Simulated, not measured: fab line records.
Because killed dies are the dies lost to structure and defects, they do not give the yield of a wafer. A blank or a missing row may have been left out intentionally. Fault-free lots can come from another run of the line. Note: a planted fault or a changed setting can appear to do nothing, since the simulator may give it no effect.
fab line records -- flow sky130
record lots=13, wafers=39, last-day=50
route steps=708 shown SONOS_TUNNEL@161 RES_PROTECT@214 METAL1@453 PAD_OPEN@708
lots with no fault: from the same line, run without faults
start-h: hours from the record's opening day to when the first of the lot's shown wafers began -- wait-h: how many hours have passed since the lot's step before this one -- " the same as in the row above -- L1.1+2: one row covering several wafers at once -- - value missing, or start not given -- * or withheld: withheld -- < > ~ a bound
route shown NAME@n: NAME is a module with steps in the file, n the number in the route of the first one -- usual: mean/standard deviation of fault-free wafers -- same: alike in all rows -- chamber/n: place in a boat -- sites: each site's reading -- _std_site: standard deviation across them -- _edge_site: the outer-site mean with the inner-site mean subtracted -- radius-mm: how far each site lies from the wafer's centre -- mask NAME#n: copy n -- behind: the tool/chamber that last shaped the wafer -- hold: why the lot went on hold/how many hours it stayed there/how the hold came to an end -- device: which transistor (n, p or np) failed to switch -- end of line: the same wafers' tests at the end of the route -- for a step that has no rows: nothing shown but its recipe -- killed: not the wafer's yield, but the dies lost to structure and defects at the first sort -- map: a wafer's dies, x killed, . not, _ none there
set.NAME: the run value of the setting; set.NAME@STEP: its run value at that earlier step -- model.NAME: the simulator's own value behind a step, which no gauge read
the route's steps for a sample of lots (tables are steps, rows are wafers)
services: from which hour (start-h, from the record's first day; less than 0 if before it) a tool's chamber was out of use, for how many hours, and why
## steps
# step SKY_SONOS_TUNNEL_CD_MEAS_07
# recipe target-cd-nm=410
# usual cd-nm=409.7/1.8
lot.wafer,tool,chamber,start-h,wait-h,cd-nm
L599.2,cd-sem-01,-,260.80,0.1,408.0
L599.3,cd-sem-01,-,260.80,0.1,407.2
L599.5,cd-sem-01,-,260.80,0.1,408.7
L601.2,cd-sem-01,-,269.07,0.1,409.1
L601.4,cd-sem-01,-,269.07,0.1,410.6
L601.5,cd-sem-01,-,269.07,0.1,408.9
L602.1,cd-sem-01,-,277.29,0.1,409.5
L602.2,cd-sem-01,-,277.29,0.1,408.7
L602.3,cd-sem-01,-,277.29,0.1,407.6
L604.1,cd-sem-02,-,293.14,0.1,406.8
L604.4,cd-sem-02,-,293.14,0.1,407.9
L604.5,cd-sem-02,-,293.14,0.1,409.0
L607.1,cd-sem-02,-,317.30,0.1,407.6
L607.3,cd-sem-02,-,317.30,0.1,407.1
L607.5,cd-sem-02,-,317.30,0.1,408.7
L610.1,cd-sem-01,-,342.19,0.1,409.3
L610.3,cd-sem-01,-,342.19,0.1,410.8
L610.4,cd-sem-01,-,342.19,0.1,412.3
L611.1,cd-sem-01,-,352.30,0.1,410.7
L611.2,cd-sem-01,-,352.30,0.1,412.2
L611.3,cd-sem-01,-,352.30,0.1,410.8
L612.1,cd-sem-01,-,355.55,0.1,411.6
L612.4,cd-sem-01,-,355.55,0.1,411.9
L612.6,cd-sem-01,-,355.55,0.1,410.5
L617.1,cd-sem-01,-,394.18,0.1,409.2
L617.2,cd-sem-01,-,394.18,0.1,409.4
L617.3,cd-sem-01,-,394.18,0.1,412.1
L618.2,cd-sem-01,-,402.85,0.1,410.1
L618.3,cd-sem-01,-,402.85,0.1,407.3
L618.4,cd-sem-01,-,402.85,0.1,408.5
L619.1,cd-sem-01,-,412.93,0.1,412.4
L619.3,cd-sem-01,-,412.93,0.1,412.5
L619.4,cd-sem-01,-,412.93,0.1,412.4
L620.2,cd-sem-01,-,422.62,0.1,413.0
L620.3,cd-sem-01,-,422.62,0.1,411.2
L620.5,cd-sem-01,-,422.62,0.1,408.9
L621.1,cd-sem-02,-,425.83,0.1,409.5
L621.5,cd-sem-02,-,425.83,0.1,408.7
L621.6,cd-sem-02,-,425.83,0.1,410.2
# step SKY_SONOS_TUNNEL_OVL_MEAS_08
# usual SONOS_TUNNEL_OVL=0.5/1.2
lot.wafer,tool,chamber,start-h,wait-h,SONOS_TUNNEL_OVL[nm]
L599.2,overlay-02,-,260.91,0.1,-1.2
L599.3,overlay-02,-,260.91,0.1,1.1
L599.5,overlay-02,-,260.91,0.1,2.2
L601.2,overlay-02,-,269.17,0.1,1.1
L601.4,overlay-02,-,269.17,0.1,0.0
L601.5,overlay-02,-,269.17,0.1,-0.9
L602.1,overlay-01,-,277.41,0.1,1.2
L602.2,overlay-01,-,277.41,0.1,1.2
L602.3,overlay-01,-,277.41,0.1,0.3
L604.1,overlay-02,-,293.26,0.1,2.9
L604.4,overlay-02,-,293.26,0.1,2.3
L604.5,overlay-02,-,293.26,0.1,1.7
L607.1,overlay-01,-,317.42,0.1,0.0
L607.3,overlay-01,-,317.42,0.1,0.6
L607.5,overlay-01,-,317.42,0.1,1.0
L610.1,overlay-02,-,342.31,0.1,0.7
L610.3,overlay-02,-,342.31,0.1,-0.8
L610.4,overlay-02,-,342.31,0.1,-0.3
L611.1,overlay-01,-,352.42,0.1,0.8
L611.2,overlay-01,-,352.42,0.1,2.8
L611.3,overlay-01,-,352.42,0.1,2.9
L612.1,overlay-01,-,355.67,0.1,1.1
L612.4,overlay-01,-,355.67,0.1,1.2
L612.6,overlay-01,-,355.67,0.1,1.7
L617.1,overlay-01,-,394.30,0.1,3.0
L617.2,overlay-01,-,394.30,0.1,2.4
L617.3,overlay-01,-,394.30,0.1,1.3
L618.2,overlay-02,-,402.96,0.1,-0.4
L618.3,overlay-02,-,402.96,0.1,-1.3
L618.4,overlay-02,-,402.96,0.1,-0.4
L619.1,overlay-01,-,413.05,0.1,0.0
L619.3,overlay-01,-,413.05,0.1,0.3
L619.4,overlay-01,-,413.05,0.1,-1.0
L620.2,overlay-01,-,422.72,0.1,-0.6
L620.3,overlay-01,-,422.72,0.1,-0.1
L620.5,overlay-01,-,422.72,0.1,-0.2
L621.1,overlay-02,-,425.95,0.1,-1.4
L621.5,overlay-02,-,425.95,0.1,0.7
L621.6,overlay-02,-,425.95,0.1,1.7
# step SKY_RES_PROTECT_STRIP_07
# recipe chemistry=O2/N2, power-w=1400, pressure-mtorr=1500, platen-temp-c=withheld, o2-flow-sccm=3000, n2-flow-sccm=300, overash-fraction=0.5
# usual chamber-pressure-mTorr=1500.0/1.4, drypump-motor-current-A=5.6/0.33, oes-product-au=0.518/0.0042, strip-time-to-endpoint-s=23.30/0.049
lot.wafer,tool,chamber,start-h,wait-h,chamber-pressure-mTorr,drypump-motor-current-A,oes-product-au,rf-hours-counter-h,strip-time-to-endpoint-s
L599.2,plasma-asher-03,1,349.18,0.1,1501.3,5.2,0.523,51,23.25
L599.3,plasma-asher-03,1,349.18,0.1,1497.3,5.2,0.523,-,23.30
L599.5,plasma-asher-03,1,349.18,0.1,1500.0,5.2,0.515,-,23.26
L601.2,plasma-asher-04,1,357.68,0.1,1499.9,5.7,0.513,22,23.30
L601.4,plasma-asher-04,0,357.68,0.1,1498.0,5.7,0.521,-,23.30
L601.5,plasma-asher-04,1,357.68,0.1,1498.3,5.7,0.517,-,23.30
L602.1,plasma-asher-01,1,369.10,0.1,1498.8,5.9,0.516,71,23.30
L602.2,plasma-asher-01,0,369.10,0.1,1501.1,6.1,0.513,71,23.33
L602.3,plasma-asher-01,0,369.10,0.1,1499.7,6.1,0.518,-,23.30
L604.1,plasma-asher-01,0,386.64,0.1,1500.6,6.1,0.525,73,23.33
L604.4,plasma-asher-01,1,386.64,0.1,1500.8,5.9,0.518,-,23.29
L604.5,plasma-asher-01,1,386.64,0.1,1499.0,5.9,0.512,-,23.27
L607.1,plasma-asher-03,0,411.08,0.1,1499.9,5.3,0.517,55,23.24
L607.3,plasma-asher-03,1,411.08,0.1,1498.9,5.2,0.519,-,23.25
L607.5,plasma-asher-03,1,411.08,0.1,1501.8,5.2,0.517,-,23.26
L610.1,plasma-asher-01,0,440.79,0.1,-,-,-,-,-
L610.3,plasma-asher-01,0,440.79,0.1,-,-,-,-,-
L610.4,plasma-asher-01,1,440.79,0.1,-,-,-,-,-
L611.1,plasma-asher-01,0,453.75,0.1,-,-,-,-,-
L611.2,plasma-asher-01,1,453.75,0.1,-,-,-,-,-
L611.3,plasma-asher-01,0,453.75,0.1,-,-,-,-,-
L612.1,plasma-asher-03,1,459.58,0.1,-,-,-,-,-
L612.4,plasma-asher-03,1,459.58,0.1,-,-,-,-,-
L612.6,plasma-asher-03,0,459.58,0.1,-,-,-,-,-
L617.1,plasma-asher-01,1,498.70,0.1,1498.4,5.9,0.518,7,23.27
L617.2,plasma-asher-01,0,498.70,0.1,1499.9,6.1,0.520,7,23.28
L617.3,plasma-asher-01,0,498.70,0.1,1501.1,6.1,0.523,-,23.34
L618.2,plasma-asher-04,1,506.24,0.1,1501.0,5.8,0.512,37,23.28
L618.3,plasma-asher-04,0,506.24,0.1,1500.4,5.7,0.517,-,23.29
L618.4,plasma-asher-04,1,506.24,0.1,1500.2,5.8,0.519,-,23.30
L619.1,plasma-asher-04,1,514.73,0.1,1500.2,5.8,0.520,38,23.33
L619.3,plasma-asher-04,0,514.73,0.1,1502.9,5.8,0.522,-,23.29
L619.4,plasma-asher-04,1,514.73,0.1,1500.1,5.8,0.521,-,23.33
L620.2,plasma-asher-03,0,525.70,0.1,1499.2,5.3,0.515,68,23.19
L620.3,plasma-asher-03,1,525.70,0.1,1499.6,5.2,0.525,-,23.17
L620.5,plasma-asher-03,1,525.70,0.1,1502.0,5.2,0.518,-,23.15
L621.1,plasma-asher-03,1,532.68,0.1,1500.4,5.2,0.525,68,23.42
L621.5,plasma-asher-03,1,532.68,0.1,1499.9,5.2,0.516,-,23.39
L621.6,plasma-asher-03,0,532.68,0.1,1501.9,5.3,0.512,-,23.37
# step SKY_METAL1_METAL_ETCH_19
# recipe target-depth-a=3600, stop-on=SiO2, over-etch-frac=0.3, time-s=78, chemistry=Cl2/BCl3, resist-sidewall-deg=88, pressure-mtorr=10, icp-w=900, bias-w=48.5, Cl2_flow_sccm=60, bcl3-flow-sccm=30
# usual drypump-motor-current-A=5.8/0.45, oes-product-au=0.856/0.0058, throttle-valve-pct=22.264/0.0089
# same over-etch-frac=0.3
lot.wafer,tool,chamber,start-h,wait-h,drypump-motor-current-A,oes-product-au,rf-hours-counter-h,throttle-valve-pct
L599.2,rie-metal-04,1,774.44,0.0,5.8,0.857,14,22.263
L599.3,rie-metal-04,1,774.44,0.0,5.8,0.862,-,22.270
L599.5,rie-metal-04,1,774.44,0.0,5.8,0.852,-,22.278
L601.2,rie-metal-01,0,785.45,0.0,6.1,0.850,14,22.275
L601.4,rie-metal-01,1,785.45,0.0,6.5,0.851,-,22.251
L601.5,rie-metal-01,1,785.45,0.0,6.6,0.852,-,22.256
L602.1,rie-metal-04,0,792.99,0.0,5.9,0.857,6,22.262
L602.2,rie-metal-04,1,792.99,0.0,5.8,0.854,14,22.252
L602.3,rie-metal-04,0,792.99,0.0,5.8,0.853,-,22.267
L604.1,rie-metal-03,1,810.30,0.0,5.1,0.858,1,22.254
L604.4,rie-metal-03,1,810.30,0.0,5.1,0.861,-,22.291
L604.5,rie-metal-03,0,810.30,0.0,5.8,0.866,-,22.276
L607.1,rie-metal-04,0,833.35,0.0,5.9,0.860,8,22.261
L607.3,rie-metal-04,1,833.35,0.0,5.8,0.863,-,22.256
L607.5,rie-metal-04,1,833.35,0.0,5.8,0.850,-,22.262
L617.1,rie-metal-03,1,903.33,0.1,5.1,0.856,6,22.298
L617.2,rie-metal-03,1,903.33,0.1,5.1,0.866,-,22.269
L617.3,rie-metal-03,1,903.33,0.1,5.1,0.861,-,22.261
L618.2,rie-metal-04,0,912.20,0.0,5.9,0.870,12,22.254
L618.3,rie-metal-04,0,912.20,0.0,5.9,0.855,-,22.254
L618.4,rie-metal-04,1,912.20,0.0,5.8,0.860,-,22.283
L619.1,rie-metal-03,1,921.50,0.0,5.1,0.858,7,22.258
L619.3,rie-metal-03,0,921.50,0.0,5.9,0.861,-,22.273
L619.4,rie-metal-03,1,921.50,0.0,5.1,0.866,-,22.262
L620.2,rie-metal-01,1,926.77,0.1,6.6,0.851,-,22.264
L620.3,rie-metal-01,1,926.77,0.1,6.6,0.856,-,22.268
L620.5,rie-metal-01,1,926.77,0.1,6.6,0.847,-,22.244
L621.1,rie-metal-01,1,932.34,0.1,6.6,0.856,8,22.247
L621.5,rie-metal-01,1,932.34,0.1,6.5,0.858,-,22.267
L621.6,rie-metal-01,1,932.34,0.1,6.5,0.855,-,22.256
# step SKY_PAD_OPEN_PROBE_99
# usual killed_at_M0_to_M3=43/8, killed_at_M4_up=2.9/1.6, killed-at-contacts=26/5.2, killed-at-front-end=15/4.3, killed-at-other=0.3/0.56, killed-dies=87/10, killed-on-rim=17/3.7, killed-open=48/6.9, killed-short=40/6.5
# same gross-dies=492, killed-at-back-side=0
lot.wafer,tool,chamber,start-h,wait-h,hold,killed_at_M0_to_M3,killed_at_M4_up,killed-at-contacts,killed-at-front-end,killed-at-other,killed-dies,killed-on-rim,killed-open,killed-short
L599.2,prober-01,-,1084.07,0.1,-,26,5,21,16,0,68,12,38,30
L599.3,prober-01,-,1084.12,0.2,-,58,3,28,11,0,100,17,52,48
L599.5,prober-01,-,1084.22,0.2,-,53,3,21,20,0,97,18,59,38
L601.2,prober-01,-,1092.16,0.1,-,37,1,32,15,0,85,18,44,41
L601.4,prober-01,-,1092.26,0.2,-,40,5,29,11,0,85,17,48,37
L601.5,prober-01,-,1092.31,0.2,-,39,4,25,12,0,80,16,42,38
L602.1,prober-02,-,1099.64,0.1,-,62,4,21,17,0,104,24,56,48
L602.2,prober-02,-,1099.69,0.1,-,43,4,33,14,0,94,25,44,50
L602.3,prober-02,-,1099.74,0.2,-,40,2,34,15,3,94,20,50,44
L604.1,prober-01,-,1111.46,0.1,-,46,2,41,14,0,103,20,56,47
L604.4,prober-01,-,1111.61,0.2,-,47,2,26,16,1,92,16,46,46
L604.5,prober-01,-,1111.66,0.2,-,44,1,32,22,0,99,20,51,48
L607.1,prober-02,-,1128.61,0.1,-,65,4,22,18,1,110,19,58,52
L607.3,prober-02,-,1128.71,0.2,-,48,6,25,17,0,96,17,52,44
L607.5,prober-02,-,1128.81,0.2,-,58,1,27,11,0,97,21,58,39
L610.1,prober-01,-,1144.31,0.1,await-dispo/5.2h/scrap,39,3,17,432,1,492,96,45,30
L610.3,prober-01,-,1144.41,0.2,await-dispo/5.2h/scrap,51,2,25,413,1,492,96,53,40
L610.4,prober-01,-,1144.46,0.2,await-dispo/5.2h/scrap,50,3,35,404,0,492,96,66,35
L611.1,prober-02,-,1154.59,0.1,await-dispo/5.4h/scrap,37,4,23,428,0,492,96,40,39
L611.2,prober-02,-,1154.64,0.1,await-dispo/5.4h/scrap,40,2,23,427,0,492,96,44,33
L611.3,prober-02,-,1154.69,0.2,await-dispo/5.4h/scrap,36,1,19,436,0,492,96,39,33
L612.1,prober-02,-,1154.89,0.3,await-dispo/2.4h/scrap,46,3,21,422,0,492,96,45,43
L612.4,prober-02,-,1155.04,0.4,await-dispo/2.4h/scrap,36,3,24,428,1,492,96,39,38
L612.6,prober-02,-,1155.14,0.4,await-dispo/2.4h/scrap,42,4,34,412,0,492,96,50,49
L617.1,prober-02,-,1178.15,0.1,-,31,1,27,18,1,78,16,35,43
L617.2,prober-02,-,1178.20,0.1,-,33,4,30,18,0,85,18,53,32
L617.3,prober-02,-,1178.25,0.2,-,28,3,29,15,0,75,14,43,32
L618.2,prober-01,-,1182.73,0.1,-,46,0,23,19,0,88,12,44,44
L618.3,prober-01,-,1182.78,0.2,-,48,3,16,15,0,82,14,47,35
L618.4,prober-01,-,1182.83,0.2,-,46,6,24,14,0,90,18,47,43
L619.1,prober-02,-,1188.11,0.1,-,48,7,20,19,0,94,20,44,50
L619.3,prober-02,-,1188.21,0.2,-,38,2,17,19,0,76,13,40,36
L619.4,prober-02,-,1188.26,0.2,-,38,2,23,15,2,80,14,52,28
L620.2,prober-01,-,1195.05,0.1,-,40,3,25,22,0,90,19,50,40
L620.3,prober-01,-,1195.10,0.2,-,51,1,21,16,0,89,15,54,35
L620.5,prober-01,-,1195.20,0.2,-,42,4,30,22,0,98,22,49,49
L621.1,prober-02,-,1197.91,0.1,-,42,5,22,7,0,76,13,41,35
L621.5,prober-02,-,1198.11,0.2,-,46,1,34,13,0,94,25,64,30
L621.6,prober-02,-,1198.16,0.2,-,33,2,28,7,0,70,19,43,27
# killed by level:class
L599.2 CONTACT:geometric-particle:open=10 LI_CONTACT:geometric-particle:open=6 METAL1:geometric-particle:short=6 FIELD_ISO:geometric-particle:open=5 VIA2:geometric-particle:open=4 METAL4:geometric-particle:short=4 POLY_GATE:geometric-particle:open=3 SPACER:geometric-particle:open=3
L599.3 VIA3:geometric-particle:open=14 METAL1:geometric-particle:short=10 CONTACT:geometric-particle:open=9 LI_CONTACT:geometric-particle:open=7 VIA1:geometric-particle:open=7 FIELD_ISO:geometric-particle:short=6 VIA1:geometric-particle:short=6 METAL2:geometric-particle:short=5
L599.5 VIA1:geometric-particle:open=15 LI_CONTACT:geometric-particle:open=8 VIA3:geometric-particle:open=8 VIA2:geometric-particle:open=7 POLY_GATE:geometric-particle:open=5 CONTACT:geometric-particle:open=5 METAL1:geometric-particle:short=5 VIA1:geometric-particle:short=5
L601.2 CONTACT:geometric-particle:open=10 LI_CONTACT:geometric-particle:open=9 VIA1:geometric-particle:open=7 CONTACT:geometric-particle:short=6 VIA2:geometric-particle:open=6 FIELD_ISO:geometric-particle:open=5 METAL1:geometric-particle:short=5 VIA1:geometric-particle:short=5
L601.4 VIA1:geometric-particle:open=10 CONTACT:geometric-particle:open=10 VIA3:geometric-particle:open=7 LI_CONTACT:geometric-particle:open=6 LOCAL_INTERCONNECT:geometric-particle:short=6 CONTACT:geometric-particle:short=5 METAL1:geometric-particle:short=5 METAL2:geometric-particle:short=5
L601.5 CONTACT:geometric-particle:open=11 VIA1:geometric-particle:open=9 VIA1:geometric-particle:short=7 CONTACT:geometric-particle:short=6 LI_CONTACT:geometric-particle:open=5 VIA2:geometric-particle:short=5 VIA2:geometric-particle:open=5 FIELD_ISO:geometric-particle:open=4
L602.1 VIA1:geometric-particle:open=15 CONTACT:geometric-particle:open=12 VIA1:geometric-particle:short=8 METAL2:geometric-particle:short=8 METAL1:geometric-particle:short=7 POLY_GATE:geometric-particle:open=6 VIA3:geometric-particle:open=6 VIA2:geometric-particle:short=5
L602.2 CONTACT:geometric-particle:open=10 LI_CONTACT:geometric-particle:open=8 VIA1:geometric-particle:open=8 VIA1:geometric-particle:short=8 VIA3:geometric-particle:open=8 CONTACT:geometric-particle:short=7 LOCAL_INTERCONNECT:geometric-particle:short=6 POLY_GATE:geometric-particle:short=4
L602.3 CONTACT:geometric-particle:open=10 LI_CONTACT:geometric-particle:open=7 FIELD_ISO:geometric-particle:open=6 CONTACT:geometric-particle:short=6 VIA2:geometric-particle:open=5 VIA3:geometric-particle:open=5 METAL2:geometric-particle:short=5 METAL1:geometric-particle:short=5
L604.1 CONTACT:geometric-particle:open=15 LI_CONTACT:geometric-particle:open=9 METAL1:geometric-particle:short=9 VIA1:geometric-particle:open=8 LI_CONTACT:geometric-particle:short=7 VIA3:geometric-particle:open=7 METAL2:geometric-particle:short=6 POLY_GATE:geometric-particle:short=5
L604.4 CONTACT:geometric-particle:open=10 VIA2:geometric-particle:open=9 VIA1:geometric-particle:open=8 METAL2:geometric-particle:short=7 FIELD_ISO:geometric-particle:short=6 METAL1:geometric-particle:short=6 VIA1:geometric-particle:short=6 FIELD_ISO:geometric-particle:open=5
L604.5 VIA2:geometric-particle:open=13 CONTACT:geometric-particle:open=9 LI_CONTACT:geometric-particle:open=8 FIELD_ISO:geometric-particle:short=6 LOCAL_INTERCONNECT:geometric-particle:short=6 METAL1:geometric-particle:short=5 VIA2:geometric-particle:short=5 SPACER:geometric-particle:open=4
L607.1 VIA1:geometric-particle:open=14 CONTACT:geometric-particle:open=12 METAL1:geometric-particle:short=12 METAL2:geometric-particle:short=9 VIA1:geometric-particle:short=7 POLY_GATE:geometric-particle:open=6 METAL2:geometric-particle:open=6 VIA2:geometric-particle:open=6
L607.3 VIA2:geometric-particle:open=9 CONTACT:geometric-particle:open=8 VIA1:geometric-particle:open=8 VIA3:geometric-particle:open=8 FIELD_ISO:geometric-particle:short=6 FIELD_ISO:geometric-particle:open=5 VIA1:geometric-particle:short=5 LI_CONTACT:geometric-particle:open=5
L607.5 VIA2:geometric-particle:open=12 VIA1:geometric-particle:open=12 VIA3:geometric-particle:open=9 CONTACT:geometric-particle:open=8 METAL1:geometric-particle:short=8 METAL2:geometric-particle:short=7 LOCAL_INTERCONNECT:geometric-particle:short=6 LI_CONTACT:geometric-particle:open=5
L610.1 POLY_GATE:area-cvd=417 VIA1:geometric-particle:open=12 VIA2:geometric-particle:open=7 LI_CONTACT:geometric-particle:open=5 CONTACT:geometric-particle:open=5 POLY_GATE:geometric-particle:short=4 POLY_GATE:geometric-particle:open=4 METAL1:geometric-particle:short=4
L610.3 POLY_GATE:area-cvd=399 VIA2:geometric-particle:open=9 FIELD_ISO:geometric-particle:open=7 VIA3:geometric-particle:open=7 LI_CONTACT:geometric-particle:open=7 CONTACT:geometric-particle:open=7 VIA1:geometric-particle:open=7 VIA1:geometric-particle:short=6
L610.4 POLY_GATE:area-cvd=391 CONTACT:geometric-particle:open=17 VIA1:geometric-particle:open=13 VIA3:geometric-particle:open=10 LI_CONTACT:geometric-particle:open=7 CONTACT:geometric-particle:short=7 VIA3:geometric-particle:short=5 METAL3:geometric-particle:short=4
L611.1 POLY_GATE:area-cvd=413 CONTACT:geometric-particle:open=11 VIA3:geometric-particle:open=7 METAL1:geometric-particle:short=7 VIA1:geometric-particle:open=6 FIELD_ISO:geometric-particle:short=4 VIA2:geometric-particle:open=4 FIELD_ISO:geometric-particle:open=3
L611.2 POLY_GATE:area-cvd=415 VIA1:geometric-particle:open=14 CONTACT:geometric-particle:open=8 METAL1:geometric-particle:short=7 LI_CONTACT:geometric-particle:open=6 VIA2:geometric-particle:open=6 CONTACT:geometric-particle:short=5 VIA3:geometric-particle:open=5
L611.3 POLY_GATE:area-cvd=420 VIA1:geometric-particle:open=9 CONTACT:geometric-particle:open=7 VIA3:geometric-particle:open=7 METAL2:geometric-particle:short=6 LOCAL_INTERCONNECT:geometric-particle:short=5 FIELD_ISO:geometric-particle:short=4 LI_CONTACT:geometric-particle:open=4
L612.1 POLY_GATE:area-cvd=404 VIA1:geometric-particle:open=11 METAL2:geometric-particle:short=10 LI_CONTACT:geometric-particle:open=9 METAL1:geometric-particle:short=6 CONTACT:geometric-particle:open=6 FIELD_ISO:geometric-particle:short=5 VIA3:geometric-particle:open=5
L612.4 POLY_GATE:area-cvd=415 VIA2:geometric-particle:open=7 LI_CONTACT:geometric-particle:open=6 VIA1:geometric-particle:open=6 CONTACT:geometric-particle:open=6 METAL1:geometric-particle:short=6 FIELD_ISO:geometric-particle:short=5 LOCAL_INTERCONNECT:geometric-particle:short=5
L612.6 POLY_GATE:area-cvd=393 CONTACT:geometric-particle:open=10 METAL1:geometric-particle:short=9 POLY_GATE:geometric-particle:short=8 VIA2:geometric-particle:open=8 VIA1:geometric-particle:open=8 LOCAL_INTERCONNECT:geometric-particle:short=7 VIA3:geometric-particle:open=6
L617.1 CONTACT:geometric-particle:open=10 FIELD_ISO:geometric-particle:short=8 LI_CONTACT:geometric-particle:open=6 CONTACT:geometric-particle:short=6 VIA1:geometric-particle:open=6 FIELD_ISO:geometric-particle:open=4 VIA1:geometric-particle:short=4 METAL2:geometric-particle:short=4
L617.2 VIA1:geometric-particle:open=11 CONTACT:geometric-particle:short=9 LI_CONTACT:geometric-particle:open=8 POLY_GATE:geometric-particle:open=7 CONTACT:geometric-particle:open=7 METAL1:geometric-particle:short=4 VIA2:geometric-particle:open=4 POLY_GATE:geometric-particle:short=3
L617.3 CONTACT:geometric-particle:open=10 POLY_GATE:geometric-particle:short=8 LI_CONTACT:geometric-particle:open=8 VIA1:geometric-particle:open=7 VIA3:geometric-particle:open=7 LI_CONTACT:geometric-particle:short=5 CONTACT:geometric-particle:short=5 VIA2:geometric-particle:open=3
L618.2 VIA1:geometric-particle:open=14 VIA1:geometric-particle:short=8 LI_CONTACT:geometric-particle:open=7 CONTACT:geometric-particle:short=6 CONTACT:geometric-particle:open=6 FIELD_ISO:geometric-particle:short=5 FIELD_ISO:geometric-particle:open=5 POLY_GATE:geometric-particle:short=4
L618.3 VIA1:geometric-particle:open=18 VIA3:geometric-particle:open=8 VIA1:geometric-particle:short=7 FIELD_ISO:geometric-particle:short=6 CONTACT:geometric-particle:open=6 FIELD_ISO:geometric-particle:open=5 LI_CONTACT:geometric-particle:open=5 METAL2:geometric-particle:short=4
L618.4 VIA1:geometric-particle:open=12 VIA2:geometric-particle:open=10 CONTACT:geometric-particle:open=8 LOCAL_INTERCONNECT:geometric-particle:short=7 METAL2:geometric-particle:short=6 POLY_GATE:geometric-particle:open=5 METAL1:geometric-particle:short=5 LI_CONTACT:geometric-particle:open=4
L619.1 VIA1:geometric-particle:open=9 VIA2:geometric-particle:open=7 CONTACT:geometric-particle:open=7 METAL2:geometric-particle:short=7 VIA3:geometric-particle:short=7 LI_CONTACT:geometric-particle:open=6 METAL4:geometric-particle:short=6 METAL1:geometric-particle:short=5
L619.3 METAL1:geometric-particle:short=8 VIA1:geometric-particle:open=7 CONTACT:geometric-particle:open=7 FIELD_ISO:geometric-particle:short=6 SPACER:geometric-particle:open=6 VIA1:geometric-particle:short=6 VIA2:geometric-particle:open=5 FIELD_ISO:geometric-particle:open=3
L619.4 VIA1:geometric-particle:open=11 CONTACT:geometric-particle:open=10 VIA2:geometric-particle:open=8 VIA3:geometric-particle:open=8 LI_CONTACT:geometric-particle:open=6 FIELD_ISO:geometric-particle:short=4 POLY_GATE:geometric-particle:short=4 LOCAL_INTERCONNECT:geometric-particle:short=4
L620.2 VIA1:geometric-particle:open=14 CONTACT:geometric-particle:open=10 LOCAL_INTERCONNECT:geometric-particle:short=6 METAL1:geometric-particle:short=6 VIA3:geometric-particle:open=6 FIELD_ISO:geometric-particle:short=4 FIELD_ISO:geometric-particle:open=4 POLY_GATE:geometric-particle:short=4
L620.3 CONTACT:geometric-particle:open=11 VIA3:geometric-particle:open=11 METAL2:geometric-particle:short=9 VIA1:geometric-particle:open=9 POLY_GATE:geometric-particle:open=5 FIELD_ISO:geometric-particle:short=4 LI_CONTACT:geometric-particle:open=4 CONTACT:geometric-particle:short=4
L620.5 CONTACT:geometric-particle:open=11 LI_CONTACT:geometric-particle:open=9 CONTACT:geometric-particle:short=7 VIA3:geometric-particle:open=6 METAL1:geometric-particle:short=6 VIA1:geometric-particle:short=6 METAL2:geometric-particle:short=6 POLY_GATE:geometric-particle:open=5
L621.1 CONTACT:geometric-particle:open=11 VIA1:geometric-particle:open=10 VIA1:geometric-particle:short=6 VIA2:geometric-particle:open=6 METAL2:geometric-particle:short=5 LI_CONTACT:geometric-particle:open=4 LI_CONTACT:geometric-particle:short=3 METAL3:geometric-particle:short=3
L621.5 CONTACT:geometric-particle:open=15 VIA2:geometric-particle:open=10 LI_CONTACT:geometric-particle:open=10 VIA1:geometric-particle:open=10 METAL3:geometric-particle:short=5 FIELD_ISO:geometric-particle:open=4 FIELD_ISO:geometric-particle:short=4 VIA2:geometric-particle:short=4
L621.6 VIA1:geometric-particle:open=12 CONTACT:geometric-particle:open=9 LI_CONTACT:geometric-particle:open=7 CONTACT:geometric-particle:short=7 VIA3:geometric-particle:open=5 METAL2:geometric-particle:short=4 FIELD_ISO:geometric-particle:open=3 LI_CONTACT:geometric-particle:short=3
## services
tool,chamber,start-h,hours,kind
plasma-asher-03,-,353.51,3.6,repair
rie-metal-03,-,357.81,0.5,repair
plasma-asher-03,-,361.39,14.6,pm
plasma-asher-01,-,387.90,1.8,repair
rie-metal-01,0,411.70,3.1,repair
plasma-asher-01,-,421.25,9.0,pm
rie-metal-04,0,440.30,14.8,repair
rie-metal-04,0,456.27,6.0,repair
rie-metal-03,-,481.19,0.6,repair
rie-metal-04,-,515.52,1.4,pm
rie-metal-01,1,516.45,17.7,repair
rie-metal-04,0,525.22,28.9,repair
plasma-asher-04,-,570.64,15.6,pm
plasma-asher-03,-,587.34,13.0,repair
rie-metal-04,-,595.96,1.1,repair
plasma-asher-01,-,648.10,1.1,repair
plasma-asher-03,-,670.19,0.3,repair
plasma-asher-03,-,705.41,2.8,pm
plasma-asher-01,-,780.62,1.8,repair
plasma-asher-01,-,827.25,6.1,repair
plasma-asher-01,-,877.75,2.8,pm
plasma-asher-01,-,911.88,0.8,repair
plasma-asher-01,-,914.94,16.5,repair
plasma-asher-01,-,917.33,0.3,repair
## key
first-sign step=SKY_RES_PROTECT_STRIP_07, reading=tool-record, direction=missing
effect step=SKY_PAD_OPEN_PROBE_99, reading=hold, direction=added
more-kills-born-at SKY_POLY_GATE_CVD_03@lpcvd-02=3667
met-at SKY_RES_PROTECT_STRIP_07
struck-lots L610,L611,L612
later-rows-left-out L610.1,L610.3,L610.4,L611.1,L611.2,L611.3,L612.1,L612.4,L612.6
tester-left-out L610,L611,L612
not-acting-at SKY_SONOS_TUNNEL_CD_MEAS_07,SKY_SONOS_TUNNEL_OVL_MEAS_08,SKY_METAL1_METAL_ETCH_19
onset-between 411.08 440.79
fault kind=skipped-step-whole, tool=plasma-asher-01,plasma-asher-03, chamber=-, onset-h=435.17, steps=SKY_RES_PROTECT_STRIP_07, scope=struck-lots-only
# tester-left-out: of these lots the tester's yield and bins aren't shown, on N5 and GAA mostly nor the transistor test; their killed dies are dies lost to structure and defects alone, not to doping, threshold or leakage, so they don't give the yield
# later-rows-left-out: the simulator's readings of these wafers behind a module that went badly wrong aren't trusted and aren't shown, but for the sort
